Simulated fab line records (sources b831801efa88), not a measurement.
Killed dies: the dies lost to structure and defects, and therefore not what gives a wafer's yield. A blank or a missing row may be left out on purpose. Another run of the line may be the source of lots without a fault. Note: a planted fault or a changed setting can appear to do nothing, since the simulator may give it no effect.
Which tool did it? | flow sky130 | Sampling: 15 lots, 45 wafers, 4 of 708 route steps

== WHAT THE GAUGES SHOWED, per wafer ==
SKY_VIA2_RS_MEAS_22: measures by four-point-probe.
lot  | measured     | on            | VIA2_W_RS (ohm/sq)
L642 | day 36 18:41 | film_metro-03 | 0.272 0.272 0.279
L643 | day 37 02:45 | film_metro-03 | 0.275 0.276 0.271
L644 | day 37 10:23 | film_metro-03 | 0.274 0.275 0.276
L645 | day 37 17:59 | film_metro-02 | 0.278 0.273 0.276
L647 | day 38 18:10 | film_metro-01 | 0.268 0.275 0.268
L649 | day 38 21:04 | film_metro-02 | 0.278 0.271 0.275
L655 | day 40 16:14 | film_metro-01 | 0.272 0.270 0.272
L656 | day 40 22:40 | film_metro-02 | 0.273 0.274 0.275
L657 | day 41 10:12 | film_metro-03 | 0.277 0.279 0.276
L658 | day 41 13:14 | film_metro-03 | 0.270 0.270 0.271
L660 | day 42 12:10 | film_metro-01 | 0.275 0.280 0.270
L661 | day 42 13:28 | film_metro-02 | 0.274 0.271 0.270
L662 | day 42 15:46 | film_metro-03 | 0.274 0.276 0.268
L663 | day 42 21:12 | film_metro-03 | 0.277 0.275 0.279
L664 | day 43 11:25 | film_metro-01 | 0.272 0.269 0.271

SKY_METAL3_OVL_MEAS_14.
lot  | measured     | on         | METAL3_OVL (nm)
L642 | day 39 00:35 | overlay-01 | 3 0 6
L643 | day 39 08:33 | overlay-01 | -4 1 -1
L644 | day 39 14:47 | overlay-01 | 3 4 9
L645 | day 39 22:05 | overlay-02 | -9 -2 -3
L647 | day 40 21:01 | overlay-02 | 2 7 3
L649 | day 40 22:49 | overlay-02 | -3 0 -8
L658 | day 43 12:50 | overlay-01 | -12 -13 -12
L660 | day 44 10:50 | overlay-02 | 2 -3 -4
L661 | day 44 11:58 | overlay-01 | 0 2 -9
L662 | day 44 14:28 | overlay-01 | -3 3 -2
L663 | day 44 20:28 | overlay-01 | -1 8 1
L664 | day 45 08:44 | overlay-01 | -1 1 -2

== EACH LOT AND THE TOOL THAT RAN IT (in order: tool; ch and the chambers of the sampled wafers; start) ==
lot  | SKY_CAPM_EXPOSE_09                  | SKY_CAPM_METAL_ETCH_13
L642 | iline_stepper-02 ch 0, day 37 09:02 | rie_metal-01 ch 0,1, day 37 22:01
L643 | iline_stepper-01 ch 0, day 37 17:58 | rie_metal-02 ch 0,1, day 38 06:28
L644 | iline_stepper-02 ch 0, day 37 23:41 | rie_metal-01 ch 0,1, day 38 13:04
L645 | iline_stepper-02 ch 0, day 38 07:02 | rie_metal-02 ch 0,1, day 38 20:22
L647 | iline_stepper-02 ch 0, day 39 07:16 | rie_metal-01 ch 0,1, day 39 19:50
L649 | iline_stepper-02 ch 0, day 39 09:20 | rie_metal-02 ch 0,1, day 39 22:08
L655 | iline_stepper-01, day 41 05:02      | rie_metal-02 ch 0,1, day 41 16:53
L656 | iline_stepper-01, day 41 10:53      | rie_metal-03 ch 0,1, day 41 22:49
L657 | iline_stepper-01, day 41 23:24      | rie_metal-01 ch 0,1, day 42 10:28
L658 | iline_stepper-01 ch 0, day 42 02:05 | rie_metal-02 ch 0,1, day 42 13:31
L660 | iline_stepper-01 ch 0, day 43 01:00 | rie_metal-01 ch 1, day 43 11:28
L661 | iline_stepper-01 ch 0, day 43 02:01 | rie_metal-02 ch 0,1, day 43 12:49
L662 | iline_stepper-01 ch 0, day 43 04:09 | rie_metal-03 ch 0,1, day 43 15:07
L663 | iline_stepper-02 ch 0, day 43 09:33 | rie_metal-02 ch 0,1, day 43 21:26
L664 | iline_stepper-01 ch 0, day 44 00:40 | rie_metal-02 ch 0,1, day 44 10:55
- SKY_CAPM_EXPOSE_09: exposes mask CAPM, target cd 1000 nm.
- SKY_CAPM_METAL_ETCH_13: etches TiN in Cl2/BCl3, stops on SiO2, target depth 220 nm, time 62.9 s.

== AS READ BY THE TOOLS THEMSELVES (means over the sampled wafers that have a number; for cases with no such wafer, the mark the record gives instead) ==
SKY_CAPM_EXPOSE_09.
lot  | tool             | exposure_dose_mJ_cm2 | focus_offset_nm (nm)
L642 | iline_stepper-02 | 158.85               | -0.7
L643 | iline_stepper-01 | 159.15               | -0.4
L644 | iline_stepper-02 | 158.88               | 0.1
L645 | iline_stepper-02 | 158.97               | 0.5
L647 | iline_stepper-02 | 158.96               | 0.1
L649 | iline_stepper-02 | 159.08               | -0.4
L655 | iline_stepper-01 | -                    | -
L656 | iline_stepper-01 | -                    | -
L657 | iline_stepper-01 | -                    | -
L658 | iline_stepper-01 | 159.03               | -0.0
L660 | iline_stepper-01 | 159.11               | 0.0
L661 | iline_stepper-01 | 159.16               | 0.1
L662 | iline_stepper-01 | 159.04               | -0.5
L663 | iline_stepper-02 | 159.15               | -0.2
L664 | iline_stepper-01 | 158.99               | 0.5

SKY_CAPM_METAL_ETCH_13.
lot  | tool         | drypump_motor_current_A (A) | oes_product_au (a.u.) | throttle_valve_pct (%)
L642 | rie_metal-01 | 5.20                        | 0.939                 | 21.901
L643 | rie_metal-02 | 5.74                        | 0.938                 | 21.903
L644 | rie_metal-01 | 5.20                        | 0.936                 | 21.897
L645 | rie_metal-02 | 5.75                        | 0.935                 | 21.898
L647 | rie_metal-01 | 5.22                        | 0.939                 | 21.908
L649 | rie_metal-02 | 5.73                        | 0.939                 | 21.893
L655 | rie_metal-02 | 5.76                        | 0.927                 | 21.915
L656 | rie_metal-03 | 5.71                        | 0.938                 | 21.912
L657 | rie_metal-01 | 5.21                        | 0.946                 | 21.894
L658 | rie_metal-02 | 5.74                        | 0.927                 | 21.910
L660 | rie_metal-01 | 5.24                        | 0.939                 | 21.909
L661 | rie_metal-02 | 5.77                        | 0.932                 | 21.910
L662 | rie_metal-03 | 5.76                        | 0.944                 | 21.899
L663 | rie_metal-02 | 5.74                        | 0.936                 | 21.907
L664 | rie_metal-02 | 5.75                        | 0.947                 | 21.910

== THE ANSWER, worked out from the rows above alone ==
Rule: usual is defined by the lots themselves. Put in order of their means at a reading, lots are off if they are a third of the lots or fewer, leave a main group of 4 or more, and stand apart from it by a gap of 3 or more times the standard deviation of the main group's means; of several such gaps the widest counts. Not used: any main group whose means are identical at the precision the tables above print for the reading. A lot without any number at a reading at which 4 lots or more have one is off too. All remaining lots with rows at the step are treated as sound. After the gauges, taken in route order, come the tools' own readings; for these a lot's mean is taken, as printed above. The first step at which some lot is off is used, and at that step the reading that is off furthest; a lot without a number counts as furthest.
Off: L655, L656, L657, at SKY_CAPM_EXPOSE_09 (exposure_dose_mJ_cm2). Without a number there: L655, L656, L657. Main group: mean 159.03, sd 0.1.
A tool fits if, at that step or a process step before it, it ran every lot that is off, and no sound lot after the first of them. None of those tried fits.

== WHAT HAD BEEN PUT IN BY THE SIMULATOR ==
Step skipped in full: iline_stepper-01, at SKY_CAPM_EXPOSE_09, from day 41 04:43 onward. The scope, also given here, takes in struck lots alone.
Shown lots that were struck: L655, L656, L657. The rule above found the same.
